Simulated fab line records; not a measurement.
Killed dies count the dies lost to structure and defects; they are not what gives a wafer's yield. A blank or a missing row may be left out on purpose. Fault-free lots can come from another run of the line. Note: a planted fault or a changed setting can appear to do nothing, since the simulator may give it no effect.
2 desks, one fault	flow sky130	each desk holds nothing but its own numbers, with what lay behind them at the end

== DESK OF THE TOOL OWNER: lithoTrack-02 ==
The tool's own readings at SKY_PWDE_COAT_02 (resist thk 3000 nm): means of the sampled wafers that have a number, for each lot that ran on this tool. If a lot's mean is further than 4 standard deviations from the usual mean, the lot is out of limits and carries the mark OUT (the distance appears in the brackets).
Columns: A = dispensePressureKPa at SKY_PWDE_COAT_02, usual 50 kPa; B = exhaustPa at SKY_PWDE_COAT_02, usual 45.0 Pa
lot	first seen here	A	B
L514	day 4 07:35	44	43.6
L515	day 4 10:13	44	45.7
L517	day 4 21:44	44	44.5
L523	day 6 04:41	44	44.1
L524	day 6 08:58	44	44.6
L527	day 7 04:43	44	45.6
This desk's finding: nothing out of limits on any of the 6 lots.

== THE METROLOGY DESK ==
What the gauges read for every lot (on any tool): the sampled wafers with a number, averaged. If a lot's mean is further than 4 standard deviations from the usual mean, the lot is out of limits and carries the mark OUT (the distance appears in the brackets).
Columns: A = NWELL_2_TW at SKY_NWELL_TW_MEAS_26, usual 492; B = cdNm at SKY_VT_ADJUST_NCORE_CD_MEAS_07, usual 380.3 nm
lot	first seen here	A	B
L511	day 5 09:09	498	377.2
L512	day 5 14:22	488	385.7
L513	day 5 22:18	498	384.4
L514	day 6 04:25	494	380.2
L515	day 6 08:17	495	383.6
L516	day 6 11:16	495	385.0
L517	day 6 21:43	496	379.2
L518	day 7 04:32	488	379.4
L523	day 8 06:21	518 (+5.5) OUT	378.1
L524	day 8 13:34	513 (+4.5) OUT	383.0
L527	day 9 10:07	506	382.3
L529	day 9 16:56	487	377.8
L531	day 10 11:55	497	378.3
L532	day 10 19:19	488	380.2
L533	day 11 02:33	485	376.5
Finding of this desk: L523, L524 out of limits, first seen on L523 at day 8 06:21 (NWELL_2_TW at SKY_NWELL_TW_MEAS_26). In limits: L511, L512, L513, L514, L515, L516, L517, L518, L527, L529, L531, L532, L533.

== BROUGHT TOGETHER ==
At day 8 06:21 the metrology desk could have sounded an alarm, on L523, L524.
Nothing out of limits was seen by the tool owner's desk.
Tool owner's desk: L523, L524 on record, inside its limits.
All the named lots went through SKY_PWDE_COAT_02 on lithoTrack-02.

== WHAT THE SIMULATOR HAD INSERTED ==
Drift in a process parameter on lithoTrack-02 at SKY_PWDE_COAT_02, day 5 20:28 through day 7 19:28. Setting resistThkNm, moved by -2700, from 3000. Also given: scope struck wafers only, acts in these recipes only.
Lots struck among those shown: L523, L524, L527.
Per desk, hours elapsed from the start of the fault to the first reading out of limits: for the metrology desk, 58.
